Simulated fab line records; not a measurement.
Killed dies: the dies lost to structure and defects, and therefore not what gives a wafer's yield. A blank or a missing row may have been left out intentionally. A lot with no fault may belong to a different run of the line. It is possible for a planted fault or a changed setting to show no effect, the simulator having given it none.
A single fault, viewed from 2 desks	flow sky130	each desk holds nothing but its own numbers, with what lay behind them at the end

== TOOL OWNER'S DESK, lithoTrack-03 ==
The tool's own readings at SKY_POLY_CUT_DEVELOP_07 (develop time 60 s): means of the sampled wafers that have a number, for each lot that ran on this tool. Marked OUT: a lot whose mean sits more than 4 standard deviations from the usual mean, which makes it out of limits; the brackets give that distance.
Columns: A = chillPlateTempC at SKY_POLY_CUT_DEVELOP_07, usual 23.00 C
lot	first seen here	A
L117	day 25 13:00	23.06
L123	day 27 20:00	23.09
L128	day 29 14:00	22.82
L131	day 30 00:00	23.00
L137	day 31 23:00	22.93
Finding of this desk: none of the 5 lots has anything out of limits.

== AT THE METROLOGY DESK ==
Means of the sampled wafers that have a number, per lot and without regard to the tool the lot ran on: this is what the gauges read. Marked OUT: a lot whose mean sits more than 4 standard deviations from the usual mean, which makes it out of limits; the brackets give that distance.
Columns: A = cdNm at SKY_POLY_CUT_CD_MEAS_08, usual 270.1 nm; B = cdNm at SKY_SD_P_CD_MEAS_07, usual 379.9 nm
lot	first seen here	A	B
L117	day 25 13:13	270.9	378.4
L116	day 25 16:04	269.4	381.5
L119	day 26 06:16	268.9	377.1
L120	day 26 12:24	269.7	384.0
L123	day 27 20:25	267.7	381.1
L128	day 29 14:19	269.3	376.9
L131	day 30 00:43	269.3	379.7
L134	day 31 09:31	271.0	380.6
L135	day 31 16:12	270.1	378.9
L136	day 31 20:02	269.4	378.5
L137	day 31 23:49	269.5	378.4
L138	day 32 02:11	265.8	378.9
Finding of this desk: none of the 12 lots has anything out of limits.

== TAKEN TOGETHER ==
The desk of the tool owner found nothing out of limits.
From the metrology desk's view, nothing was out of limits.

== WHAT THE SIMULATOR HAD INSERTED ==
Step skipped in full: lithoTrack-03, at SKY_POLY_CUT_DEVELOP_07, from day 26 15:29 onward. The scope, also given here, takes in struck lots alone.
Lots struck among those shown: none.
